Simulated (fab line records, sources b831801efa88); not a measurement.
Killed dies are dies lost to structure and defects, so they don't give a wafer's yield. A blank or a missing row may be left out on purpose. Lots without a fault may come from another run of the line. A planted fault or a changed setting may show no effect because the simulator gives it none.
Which tool did it? | flow gf180mcu | 13 lots, 39 wafers sampled, at 3 steps of a route of 602

WHAT THE GAUGES READ, wafer by wafer
GF_V4_BOW_MEAS_05. Usual: V4_BOW 133 um, standard deviation 8.2.
lot  | measured     | on            | V4_BOW (um) | flag
L125 | day 23 05:40 | film_metro-01 | 138 128 139 |
L126 | day 23 07:37 | film_metro-04 | 134 128 126 |
L129 | day 24 18:46 | film_metro-01 | 130 110 139 |
L130 | day 25 01:30 | film_metro-03 | 139 126 138 |
L131 | day 25 14:01 | film_metro-01 | 134 136 121 |
L132 | day 25 20:01 | film_metro-01 | 146 152 158 |
L133 | day 26 01:48 | film_metro-04 | 137 136 134 |
L134 | day 26 08:30 | film_metro-04 | 144 126 135 |
L138 | day 27 21:42 | film_metro-01 | 132 143 139 |
L140 | day 28 17:49 | film_metro-04 | 123 120 118 |
L141 | day 29 04:35 | film_metro-01 | 135 130 141 |
L145 | day 30 02:45 | film_metro-04 | 130 127 131 |
L146 | day 30 07:45 | film_metro-04 | 146 140 139 |

WHICH TOOL RAN EACH LOT (tool, then ch and the chambers of the sampled wafers, then the start)
lot  | GF_M4_SPUTTER_00             | GF_M4_SPUTTER_01
L125 | pvd_sputter-01, day 22 04:47 | pvd_sputter-01, day 22 04:53
L126 | pvd_sputter-04, day 22 06:21 | pvd_sputter-04, day 22 06:27
L129 | pvd_sputter-04, day 23 18:55 | pvd_sputter-04, day 23 19:01
L130 | pvd_sputter-03, day 24 01:27 | pvd_sputter-03, day 24 01:33
L131 | pvd_sputter-04, day 24 13:33 | pvd_sputter-04, day 24 13:39
L132 | pvd_sputter-04, day 24 21:08 | pvd_sputter-04, day 24 21:14
L133 | pvd_sputter-01, day 25 02:48 | pvd_sputter-01, day 25 02:54
L134 | pvd_sputter-01, day 25 09:45 | pvd_sputter-01, day 25 09:51
L138 | pvd_sputter-03, day 26 23:32 | pvd_sputter-03, day 26 23:38
L140 | pvd_sputter-03, day 27 20:56 | pvd_sputter-03, day 27 21:02
L141 | pvd_sputter-03, day 28 05:33 | pvd_sputter-03, day 28 05:39
L145 | pvd_sputter-04, day 29 06:22 | pvd_sputter-04, day 29 06:28
L146 | pvd_sputter-01, day 29 11:44 | pvd_sputter-01, day 29 11:50
- GF_M4_SPUTTER_00: material Ti, target thk 37.5 nm, time 150 s.
- GF_M4_SPUTTER_01: material TiN, target thk 30 nm, time 25 s.

WHAT THE TOOLS THEMSELVES READ (means of the sampled wafers that have a number; where no wafer has one, the mark that the record gives instead)
GF_M4_SPUTTER_00. Usual: throttle_valve_pct 30.5 %, standard deviation 1.3.
lot  | tool           | throttle_valve_pct (%) | flag
L125 | pvd_sputter-01 | 30.8                   |
L126 | pvd_sputter-04 | 29.6                   |
L129 | pvd_sputter-04 | 29.1                   |
L130 | pvd_sputter-03 | 30.2                   |
L131 | pvd_sputter-04 | 30.0                   |
L132 | pvd_sputter-04 | 29.0                   |
L133 | pvd_sputter-01 | 31.4                   |
L134 | pvd_sputter-01 | 31.7                   |
L138 | pvd_sputter-03 | 30.8                   |
L140 | pvd_sputter-03 | 30.7                   |
L141 | pvd_sputter-03 | 30.4                   |
L145 | pvd_sputter-04 | 29.2                   |
L146 | pvd_sputter-01 | 31.8                   |

GF_M4_SPUTTER_01. Usual: throttle_valve_pct 30.5 %, standard deviation 1.3.
lot  | tool           | throttle_valve_pct (%) | flag
L125 | pvd_sputter-01 | 31.0                   |
L126 | pvd_sputter-04 | 29.4                   |
L129 | pvd_sputter-04 | 29.0                   |
L130 | pvd_sputter-03 | 30.3                   |
L131 | pvd_sputter-04 | 30.0                   |
L132 | pvd_sputter-04 | 28.9                   |
L133 | pvd_sputter-01 | 31.2                   |
L134 | pvd_sputter-01 | 31.6                   |
L138 | pvd_sputter-03 | 30.8                   |
L140 | pvd_sputter-03 | 30.7                   |
L141 | pvd_sputter-03 | 30.0                   |
L145 | pvd_sputter-04 | 29.2                   |
L146 | pvd_sputter-01 | 31.8                   |

THE ANSWER, worked out from the rows above alone
Rule: a lot is off if the mean of its wafers that have a number lies more than 3 standard deviations from the usual mean. A lot without any number at a reading at which 4 lots or more have one is off too. The other lots that the step has rows for count as sound. The gauges are gone through in route order, then the tools' own readings, and for those a lot's mean is taken as printed above. The first step at which some lot is off is used, and at that step the reading that is off furthest; a lot without a number counts as furthest.
No lot is off at any reading shown: from this, nothing can be told.

WHAT THE SIMULATOR HAD PUT IN
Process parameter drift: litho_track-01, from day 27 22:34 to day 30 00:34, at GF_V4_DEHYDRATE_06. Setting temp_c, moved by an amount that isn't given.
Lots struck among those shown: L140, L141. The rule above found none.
